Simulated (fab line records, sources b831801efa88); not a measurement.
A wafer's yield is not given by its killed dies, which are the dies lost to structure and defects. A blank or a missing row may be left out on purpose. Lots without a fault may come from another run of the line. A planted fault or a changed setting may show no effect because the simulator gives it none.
fab line records	flow sfq_line
record: lots: 6	wafers: 16	last_day: 85
route steps=325 shown M6@258 I6@266
lots that met no fault: taken from a fault-free run of the same line
start_h: hours from the record's opening day to when the first of the lot's shown wafers began	wait_h: hours since the lot's step before	" same as the row above	L1.1+2: a single row standing in for several wafers	- no value, or no start given	* or withheld: withheld	< > ~ a bound
route shown NAME@n: names a module that has steps shown in the file, with the first one's number in the route	usual: mean/standard deviation taken from wafers without a fault	same: alike in all rows	chamber/n: place in a boat	sites: per-site readings	_std_site: the standard deviation of these	_edge_site: the outer-site mean with the inner-site mean subtracted	radius_mm: for every site, how far away it sits from the centre of the wafer	mask NAME#n: copy n	behind: the most recent tool/chamber to have shaped the wafer	hold: reason for holding the lot/hours on hold/outcome of the hold	device: transistor that didn't switch, given as n, p or np	end of line: the same wafers' tests at the end of the route	a step without rows: its recipe alone	killed: the dies lost at the first sort to structure and to defects; this is not the yield of the wafer	map: a wafer's dies, marking killed ones x, the rest . and places with no die _
set.NAME: setting as actually run; set.NAME@STEP: the setting as run at that earlier step	model.NAME: the simulator's own value behind a step, which no gauge read
lots seen at some steps along the route; tables by step, rows by wafer
services: a tool's chamber out of use, with start hour (start_h, from the record's first day; less than 0 if before it), hours out, and reason
== steps ==
step: SFQ_TRILAYER_M6_LITHO_EXPOSE_160
recipe: mask_id: M6	na: 0.6	source_shape: conventional	sigma_outer: 0.65	target_cd_nm: 500	dose_mj: 14.4
step: SFQ_TRILAYER_M6_LITHO_PEB_162
recipe: peb_temp_c: 115	peb_time_s: 60	resist: KrF
step: SFQ_TRILAYER_M6_LITHO_DEVELOP_161
recipe: time_s: 60	resist: KrF
step: SFQ_M6_OVL_MEAS_940
usual: M6_OVL: -2/5.1
lot.wafer	tool	chamber	start_h	wait_h	M6_OVL[nm]
L923.3	overlay-02	-	1512.69	0.1	-7
L923.5	"	-	"	"	0
L923.6	"	-	"	"	1
L929.2	overlay-02	-	1668.24	0.1	-4
L929.5	"	-	"	"	2
L929.6	"	-	"	"	-7
L938.2	overlay-01	-	1709.16	0.1	-2
L938.3	"	-	"	"	4
L939.4	overlay-02	-	1712.77	0.1	-8
L939.6	"	-	"	"	-2
L940.1	overlay-02	-	1714.08	0.1	1
L940.2	"	-	"	"	-3
L940.5	"	-	"	"	4
L941.3	overlay-02	-	1715.29	0.1	-10
L941.4	"	-	"	"	-6
L941.6	"	-	"	"	-5
step: SFQ_TRILAYER_M6_BARC_OPEN_METAL_ETCH_206
recipe: mask_material: PR	chemistry: O2	target_depth_nm: 125	target: BARC	icp_w: 600	bias_w: 80	pressure_mtorr: 10	time_s: 41.7
step: SFQ_TRILAYER_M6_ETCH_METAL_ETCH_162
recipe: target: Nb	stop_on: SiO2	mask_material: PR	chemistry: Cl2/Ar	target_depth_nm: 240	icp_w: 600	bias_w: 80	pressure_mtorr: 10	time_s: 120
usual: drypump_motor_current_A: 5.9/0.46	oes_product_au: 0.898/0.0089
lot.wafer	tool	chamber	start_h	wait_h	drypump_motor_current_A	oes_product_au	rf_hours_counter_h
L923.3	rie_metal-03	0	1512.82	0.1	6.2	0.914	-
L923.5	"	0	"	"	6.2	0.915	-
L923.6	"	1	"	"	6.6	0.893	-
L929.2	rie_metal-04	1	1668.33	0.0	5.5	0.898	83
L929.5	"	1	"	"	5.6	0.888	-
L929.6	"	0	"	"	5.7	0.885	-
L938.2	rie_metal-03	1	1709.25	0.0	6.5	0.902	6
L938.3	"	1	"	"	6.6	0.896	-
L939.4	rie_metal-01	0	1712.89	0.1	5.6	0.888	-
L939.6	"	1	"	"	5.3	0.902	-
L940.1	rie_metal-03	0	1714.18	0.0	6.2	0.911	72
L940.2	"	1	"	"	6.6	0.903	6
L940.5	"	0	"	"	6.2	0.894	-
L941.3	rie_metal-04	0	1715.52	0.1	5.7	0.884	-
L941.4	"	0	"	"	5.7	0.888	-
L941.6	"	0	"	"	5.7	0.893	-
step: SFQ_TRILAYER_M6_STRIP_STRIP_163
recipe: gas: O2	power_w: 200	platen_temp_c: 40	overash_fraction: 0.65	chemistry: O2	pressure_mtorr: 50
step: SFQ_TRILAYER_M6_STRIP_SOLV_CLEAN_164
recipe: chemistry: NMP	temp_c: 70	time_s: 600
step: SFQ_TRILAYER_I6_DEP_PECVD_165
recipe: material: SiO2	temp_c: 150	time_s: 111.11	pressure_torr: 2.4	rf_w: 183.3	precursor: SiH4/N2O	target_thk_nm: 500
usual: heater_power_w: 83/20	throttle_valve_pct: 24.7/0.64
lot.wafer	tool	chamber	start_h	wait_h	heater_power_w	throttle_valve_pct
L923.3	pecvd-01	0	1513.67	0.0	61	24.0
L923.5	"	1	"	"	117	24.4
L923.6	"	0	"	"	47	23.9
L929.2	pecvd-01	2	1669.23	0.0	99	25.9
L929.5	"	2	"	"	82	25.9
L929.6	"	1	"	"	117	24.9
L938.2	pecvd-04	1	1710.15	0.0	71	25.1
L938.3	"	0	"	"	102	24.1
L939.4	pecvd-01	0	1713.79	0.0	58	24.7
L939.6	"	2	"	"	93	25.9
L940.1	pecvd-03	0	1715.09	0.0	103	25.0
L940.2	"	1	"	"	56	25.1
L940.5	"	0	"	"	108	25.1
L941.3	pecvd-04	0	1717.06	0.0	100	23.8
L941.4	"	1	"	"	64	25.3
L941.6	"	0	"	"	103	24.1
step: SFQ_TRILAYER_I6_CMP_CMP_166
recipe: material: SiO2	down_force_psi: 3	platen_rpm: 60	pad_velocity_m_s: 0.94248
usual: motor_current_A: 10.0/0.55	slurry_flow_ml_min: 149.9/0.49	time_to_endpoint_s: 215/8.2
lot.wafer	tool	chamber	start_h	wait_h	motor_current_A	slurry_flow_ml_min	time_to_endpoint_s
L923.3	cmp-02	3	1523.53	9.8	9.5	150.8	223
L923.5	"	2	1525.03	11.3	10.6	149.4	242
L923.6	"	3	"	"	9.8	150.6	218
L929.2	cmp-01	3	1671.41	2.1	9.5	149.6	206
L929.5	"	0	"	"	10.5	150.1	216
L929.6	"	1	"	"	9.3	150.6	230
L938.2	cmp-01	1	1710.23	0.0	10.0	149.4	225
L938.3	"	0	1711.73	1.5	10.1	149.4	211
L940.2	cmp-01	3	1715.17	0.0	9.8	149.7	197
L940.1	"	1	1716.17	1.0	9.9	150.4	229
L940.5	"	3	1717.17	2.0	9.5	150.0	210
L939.4	cmp-02	1	1715.33	1.5	9.9	149.7	211
L939.6	"	2	"	"	10.9	149.2	216
L941.3	cmp-02	1	1718.14	1.0	10.2	150.0	207
L941.4	"	2	"	"	10.7	150.8	220
L941.6	"	0	1719.64	2.5	9.6	150.3	221
step: SFQ_I6_BOW_MEAS_941
recipe: mode: bow
usual: I6_BOW: 3/9.8
lot.wafer	tool	chamber	start_h	wait_h	I6_BOW[um]
L923.3	film_metro-03	-	1526.07	2.0	-5
L923.5	"	-	"	"	-7
L923.6	"	-	"	"	-8
L929.2	film_metro-02	-	1672.93	1.0	-1
L929.5	"	-	"	"	-6
L929.6	"	-	"	"	0
L938.2	film_metro-03	-	1713.25	2.5	-15
L938.3	"	-	"	"	7
L939.4	film_metro-04	-	1716.89	1.1	-10
L939.6	"	-	"	"	-7
L940.1	film_metro-03	-	1718.17	1.5	15
L940.2	"	-	"	"	3
L940.5	"	-	"	"	13
L941.3	film_metro-04	-	1720.18	1.5	15
L941.4	"	-	"	"	26
L941.6	"	-	"	"	13
step: SFQ_TRILAYER_I6_METRO_MEASURE_167
usual: thk_nm: 199.9/1.1
lot.wafer	tool	chamber	start_h	wait_h	thk_nm
L923.3	film_metro-03	-	1526.55	0.5	199.0
L923.5	"	-	"	"	200.5
L923.6	"	-	"	"	200.4
L929.2	film_metro-02	-	1673.23	0.3	199.4
L929.5	"	-	"	"	199.7
L929.6	"	-	"	"	201.2
L938.2	film_metro-03	-	1713.55	0.3	201.3
L938.3	"	-	"	"	199.7
L939.4	film_metro-04	-	1717.55	0.6	200.4
L939.6	"	-	"	"	199.5
L940.1	film_metro-03	-	1718.29	0.1	202.6
L940.2	"	-	"	"	199.7
L940.5	"	-	"	"	199.7
L941.3	film_metro-04	-	1720.66	0.5	199.9
L941.4	"	-	"	"	201.2
L941.6	"	-	"	"	201.2
step: SFQ_TRILAYER_I6_VIA_LITHO_COAT_174
recipe: resist: BARC	spin_rpm: 3000	resist_thk_nm: 62
lot.wafer	tool	chamber	start_h	wait_h	model.BARC_of_TRILAYER_I6_VIA_LITHO_COAT_174.thk_nm
L923.3	litho_track-03	0	1527.52	0.8	61.85
L923.5	"	0	"	"	61.89
L923.6	"	0	"	"	61.9
L929.2	litho_track-04	0	1674.28	0.8	62.28
L929.5	"	0	"	"	62.37
L929.6	"	0	"	"	62.31
L938.2	litho_track-04	0	1714.60	0.8	62.87
L938.3	"	0	"	"	62.12
L939.4	litho_track-04	0	1718.30	0.6	61.66
L939.6	"	0	"	"	62.57
L940.1	litho_track-02	0	1719.49	1.0	61.85
L940.2	"	0	"	"	62.09
L940.5	"	0	"	"	61.92
L941.3	litho_track-03	0	1721.56	0.7	62.03
L941.4	"	0	"	"	61.97
L941.6	"	0	"	"	62.09
step: SFQ_TRILAYER_I6_VIA_LITHO_COAT_169
recipe: resist: KrF	spin_rpm: 3000	resist_thk_nm: 650
step: SFQ_TRILAYER_I6_VIA_LITHO_SOFTBAKE_173
recipe: temp_c: withheld	time_s: withheld	resist: KrF
step: SFQ_TRILAYER_I6_VIA_LITHO_EXPOSE_170
recipe: mask_id: I6	na: 0.6	source_shape: conventional	sigma_outer: 0.65	target_cd_nm: 700	dose_mj: 21.3
step: SFQ_TRILAYER_I6_VIA_LITHO_PEB_172
recipe: peb_temp_c: 115	peb_time_s: 60	resist: KrF
step: SFQ_TRILAYER_I6_VIA_LITHO_DEVELOP_171
recipe: time_s: 60	resist: KrF
step: SFQ_I6_OVL_MEAS_942
usual: I6_OVL: -1/6.2
lot.wafer	tool	chamber	start_h	wait_h	I6_OVL[nm]
L923.3	overlay-02	-	1644.24	0.1	0
L923.5	"	-	"	"	6
L923.6	"	-	"	"	0
L929.2	overlay-02	-	1787.85	0.1	2
L929.5	"	-	"	"	9
L929.6	"	-	"	"	11
L938.2	overlay-01	-	1830.70	0.1	7
L938.3	"	-	"	"	9
L939.4	overlay-01	-	1834.31	0.1	-3
L939.6	"	-	"	"	-6
L940.1	overlay-01	-	1836.69	0.1	7
L940.2	"	-	"	"	9
L940.5	"	-	"	"	3
L941.3	overlay-01	-	1839.10	0.1	-3
L941.4	"	-	"	"	-3
L941.6	"	-	"	"	-5
step: SFQ_TRILAYER_I6_VIA_BARC_OPEN_VIA_ETCH_235
recipe: mask_material: PR	chemistry: O2	target_depth_nm: 125	target: BARC	source_w: 500	bias_w: 80	pressure_mtorr: 30	time_s: 41.7
usual: drypump_motor_current_A: 5.5/0.37	oes_product_au: 0.685/0.0047
lot.wafer	tool	chamber	start_h	wait_h	drypump_motor_current_A	oes_product_au	rf_hours_counter_h	model.etch.depth_nm
L923.3	rie_diel-04	1	1644.27	0.0	6.0	0.694	4	61.85
L923.5	"	2	"	"	5.2	0.680	-	61.89
L923.6	"	3	"	"	5.4	0.678	-	61.9
L929.2	rie_diel-01	2	1787.88	0.0	5.4	0.686	0	62.28
L929.5	"	1	"	"	5.6	0.683	-	62.37
L929.6	"	0	"	"	5.1	0.684	-	62.31
L938.2	rie_diel-04	2	1830.73	0.0	5.3	0.696	1	62.87
L938.3	"	3	"	"	5.4	0.681	1	62.12
L939.4	rie_diel-03	2	1834.35	0.0	6.1	0.684	-	61.66
L939.6	"	3	"	"	5.1	0.684	-	62.57
L940.1	rie_diel-01	2	1836.73	0.0	5.4	0.691	1	61.85
L940.2	"	3	"	"	5.6	0.688	10	62.09
L940.5	"	0	"	"	5.1	0.689	-	61.92
L941.3	rie_diel-04	1	1839.13	0.0	5.9	0.684	6	62.03
L941.4	"	0	"	"	5.8	0.688	18	61.97
L941.6	"	3	"	"	5.3	0.688	-	62.09
step: SFQ_TRILAYER_I6_VIA_ETCH_VIA_ETCH_172
recipe: target: SiO2	stop_on: Nb	mask_material: PR	taper_deg: 20	chemistry: CHF3	target_depth_nm: 260	source_w: 500	bias_w: 80	pressure_mtorr: 30	time_s: withheld
usual: drypump_motor_current_A: 5.5/0.37	oes_product_au: 0.855/0.0052
lot.wafer	tool	chamber	start_h	wait_h	drypump_motor_current_A	oes_product_au
L923.3	rie_diel-04	1	1644.31	0.0	5.9	0.852
L923.5	"	2	"	"	5.2	0.856
L923.6	"	3	"	"	5.4	0.856
L929.2	rie_diel-01	2	1787.92	0.0	5.4	0.844
L929.5	"	1	"	"	5.5	0.858
L929.6	"	0	"	"	5.1	0.857
L938.2	rie_diel-04	2	1830.77	0.0	5.2	0.860
L938.3	"	3	"	"	5.4	0.853
L939.4	rie_diel-03	2	1834.42	0.1	6.1	0.853
L939.6	"	3	"	"	5.1	0.852
L940.1	rie_diel-01	2	1836.77	0.0	5.4	0.861
L940.2	"	3	"	"	5.7	0.851
L940.5	"	0	"	"	5.1	0.855
L941.3	rie_diel-04	1	1839.17	0.0	6.0	0.863
L941.4	"	0	"	"	5.8	0.858
L941.6	"	3	"	"	5.4	0.857
== services ==
tool	chamber	start_h	hours	kind
rie_diel-01	-	1496.27	0.6	repair
cmp-02	-	1507.58	3.4	repair
cmp-01	-	1507.90	0.8	repair
cmp-01	-	1511.70	3.3	pm
rie_diel-01	-	1517.92	2.8	pm
film_metro-03	-	1524.59	0.4	pm
cmp-01	-	1540.16	0.9	repair
cmp-02	-	1547.34	0.3	repair
rie_metal-03	0	1555.44	6.7	repair
rie_metal-03	1	1566.50	1.8	repair
pecvd-01	1	1578.18	15.3	repair
cmp-01	-	1588.50	0.5	repair
cmp-02	-	1592.80	0.8	repair
cmp-01	-	1595.24	4.0	pm
cmp-01	-	1598.36	0.6	repair
rie_diel-01	1	1631.10	10.0	repair
rie_diel-04	3	1650.28	5.5	repair
rie_diel-04	1	1650.32	5.3	repair
rie_diel-01	-	1689.45	0.1	repair
rie_diel-01	0	1730.72	2.9	repair
rie_diel-04	1	1785.80	2.3	repair
rie_diel-01	1	1798.11	8.9	repair
rie_diel-04	-	1800.47	0.9	repair
rie_diel-04	2	1833.23	2.7	repair
== key ==
first_sign none at tools or gauges
model_effect: step: SFQ_TRILAYER_I6_VIA_LITHO_COAT_174	value: BARC_of_TRILAYER_I6_VIA_LITHO_COAT_174.thk_nm	without: 61.9	struck: 62.72
model_effect: step: SFQ_TRILAYER_I6_VIA_BARC_OPEN_VIA_ETCH_235	value: etch.depth_nm	without: 61.9	struck: 62.72
met_at SFQ_TRILAYER_I6_VIA_LITHO_COAT_174
struck_wafers L938.2,L939.6
onset_between 1674.28 1714.60
fault: kind: process_parameter_drift	tool: litho_track-04	chamber: -	onset_h: 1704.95	steps: SFQ_TRILAYER_I6_VIA_LITHO_COAT_174	channel: resist_thk_nm	offset: 0.82353	shape: step	end_h: 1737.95	scope: struck_wafers_only	acts_in: these_recipes_only	stated: 62
